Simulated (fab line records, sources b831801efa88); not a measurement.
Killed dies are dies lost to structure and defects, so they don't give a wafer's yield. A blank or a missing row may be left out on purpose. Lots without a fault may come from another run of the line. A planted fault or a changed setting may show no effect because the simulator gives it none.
Problem report in the 8D (eight disciplines) form, filled by code | flow sky130 | the parts of the form that need people (team, actions taken, sign-off) are left out

1. THE PROBLEM
SONOS_TUNNEL_TW at SKY_SONOS_TUNNEL_TW_MEAS_12 reads a mean of 225.9 on 6 wafers of 2 lots; wafers without a fault read 196.9 with a standard deviation of 1.2. That is +24 standard deviations from the usual mean.
First seen on wafer L633.1, day 14 19:31, on film_metro-04. The record holds 39 wafers of 13 lots with a number at this step. Rule for "out", or "out of limits": more than 4 standard deviations from the usual mean. The other wafers with a number count as sound.

2. WHAT IT IS AND WHAT IT IS NOT
question                    | is                     | is not
which readings at this step | SONOS_TUNNEL_TW        | -
which lots                  | L633, L634             | L623, L624, L628, L631, L635, L637, L640, L641, L643, L645, L646
which wafers of those lots  | all that have a number | -
read on which gauges        | film_metro-04          | film_metro-01, film_metro-02
when                        | from day 14 19:31      | up to then (12 sound wafers); but 21 sound wafers of L635, L637, L640, L641, L643, L645, L646 came after

3. SUSPECTS, AND WHAT RULES EACH OUT
Counting: a tool at a process step up to the reading stays a suspect if it ran every lot that is out and no sound lot after the first of them.
- the gauge at SKY_SONOS_TUNNEL_TW_MEAS_12: ruled out. All the wafers that are out were read on film_metro-04, but those of them that SKY_SONOS_TUNNEL_IMPLANT_09 has rows for are out there too, on other tools.
- implanter-01 at SKY_SONOS_TUNNEL_IMPLANT_09: ruled out as a lasting fault. Sound lots L646 ran on it after its first lot that is out, L633 (day 14 19:05).
Left after counting: nothing in the record.

4. THE CAUSE (what the simulator had put in)
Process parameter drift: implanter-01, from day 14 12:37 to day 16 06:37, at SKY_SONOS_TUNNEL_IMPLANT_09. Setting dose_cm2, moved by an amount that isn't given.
Counting ruled it out, wrongly: the rule takes a fault to strike every lot that its tool runs from its start on, and this one did not.

5. THE CHAIN OF EFFECTS, in route order
Each row: a reading whose mean over the struck wafers that have a number lies more than 3 standard deviations from the usual. Only readings for which the record gives a usual standard deviation are gone through. hours: the time from each lot's start at the first step in this table that gives one to its start at this step, as a median over the lots. sigmas: the change in usual standard deviations.
hours | step                        | reading            | usual | on struck wafers | change | sigmas
0     | SKY_SONOS_TUNNEL_IMPLANT_09 | dose_ions_cm2      | 1e+12 | 2e+12            | +6e+11 | +99 or more
0     | SKY_SONOS_TUNNEL_IMPLANT_09 | faraday_current_uA | 5.64  | 9.18             | +3.54  | +32
0     | SKY_SONOS_TUNNEL_TW_MEAS_12 | SONOS_TUNNEL_TW    | 196.9 | 225.9            | +29.0  | +24
The process steps in it:
- SKY_SONOS_TUNNEL_IMPLANT_09
Later measuring or inspecting steps at which every struck wafer that the step has a row for has a number for every such reading, and none has moved that far: SKY_CONTACT_THK_MEAS_01.

6. WHAT WOULD HAVE CAUGHT IT SOONER
In this record the first reading out of limits at a measuring or inspecting step was taken at day 14 19:31, 7 hours after the fault began at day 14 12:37.
The tool's own readings at SKY_SONOS_TUNNEL_IMPLANT_09 were out on every struck wafer that the step has a row for (dose_ions_cm2, faraday_current_uA): an alarm limit on them would have fired on the first of those.
